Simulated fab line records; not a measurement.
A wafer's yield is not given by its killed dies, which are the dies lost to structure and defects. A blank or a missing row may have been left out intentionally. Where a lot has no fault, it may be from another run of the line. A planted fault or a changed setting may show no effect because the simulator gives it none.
Code-filled problem report in 8D (eight disciplines) form | flow gf180mcu | the parts of the form that need people (team, actions taken, sign-off) are left out

## 1. THE PROBLEM
Across 6 wafers from 2 lots, PASSIVATION_CVD_00_THK at GF_PASSIVATION_THK_MEAS_01 averages 1115 nm, while fault-free wafers read 999 nm with a standard deviation of 13. Measured from the usual mean, that is +8.9 standard deviations.
Earliest sighting: wafer L126.2 on film-metro-02 at day 33 08:43. Wafers with a number at this step in the record: 36, from 12 lots. Rule for "out", or "out of limits": more than 4 standard deviations from the usual mean. All remaining wafers that have a number are taken as sound.

## 2. WHAT IT IS; WHAT IT IS NOT
question                    | is                           | is not
which readings at this step | PASSIVATION_CVD_00_THK       | -
which lots                  | L126, L127                   | L108, L109, L110, L111, L114, L116, L118, L121, L129, L130
which wafers of those lots  | all that have a number       | -
read on which gauges        | film-metro-02, film-metro-03 | film-metro-01
when                        | from day 33 08:43            | up to then (24 sound wafers); but 6 sound wafers of L129, L130 came after

## 3. SUSPECTS, AND WHAT RULES EACH OUT
Counting: a tool at any process step up to the reading remains a suspect when it ran all the lots that are out and ran no sound lot after the first of those.
- the gauge at GF_PASSIVATION_THK_MEAS_01: ruled out. The wafers that are out were read on 2 gauges (film-metro-02, film-metro-03).
- pecvd-04 at GF_PASSIVATION_CVD_00 (deposits SiO2 from TEOS, target thk 1000 nm, time 111.95 s): kept. Every lot that is out went through it, starting with L126 (day 33 08:38), and after that it ran no sound lot; the last sound lot it ran before then is L118 (day 31 09:24). Its own rf-fwd-power-W readings are out on those wafers.
The count leaves pecvd-04 at GF_PASSIVATION_CVD_00.

## 4. THE CAUSE (what the simulator had put in)
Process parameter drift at GF_PASSIVATION_CVD_00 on pecvd-04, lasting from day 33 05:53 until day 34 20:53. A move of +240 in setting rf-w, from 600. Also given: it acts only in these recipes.
Counting left only this tool.

## 5. THE EFFECT CHAIN, in route order
Each row: a reading whose mean over the struck wafers that have a number lies more than 3 standard deviations from the usual. Readings are gone through only where the record gives a usual standard deviation; hours: the median, over the lots, of the time from a lot's start at the first step in this table giving one to that lot's start at this step; sigmas: the change measured in usual standard deviations.
hours | step                       | reading                | usual      | on struck wafers | change | sigmas
0     | GF_PASSIVATION_CVD_00      | rf-fwd-power-W         | 597.3 W    | 835.7            | +238.4 | +99 or more
0     | GF_PASSIVATION_THK_MEAS_01 | PASSIVATION_CVD_00_THK | 999 nm     | 1115             | +116   | +8.9
16    | GF_PASSIVATION_ETCH_11     | oes-product-au         | 0.963 a.u. | 0.994            | +0.031 | +3.9
It contains these process steps:
- GF_PASSIVATION_CVD_00: deposits SiO2 from TEOS, target thk 1000 nm, time 111.95 s.
- GF_PASSIVATION_ETCH_11: etches the open film in CF4/O2, stops on TiN, target depth 1800 nm, time 400 s.

## 6. WHAT WOULD HAVE CAUGHT IT SOONER
The first out-of-limits reading at a measuring or inspecting step in this record came at day 33 08:43, 3 hours after the fault's start at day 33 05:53.
The tool's own readings at GF_PASSIVATION_CVD_00 were out on every struck wafer that the step has a row for (rf-fwd-power-W): an alarm limit on them would have fired on the first of those.
Lots out: 2; of these, L127 started GF_PASSIVATION_CVD_00 on pecvd-04 after day 33 08:43. It would have been spared by a hold on the tool at that moment.
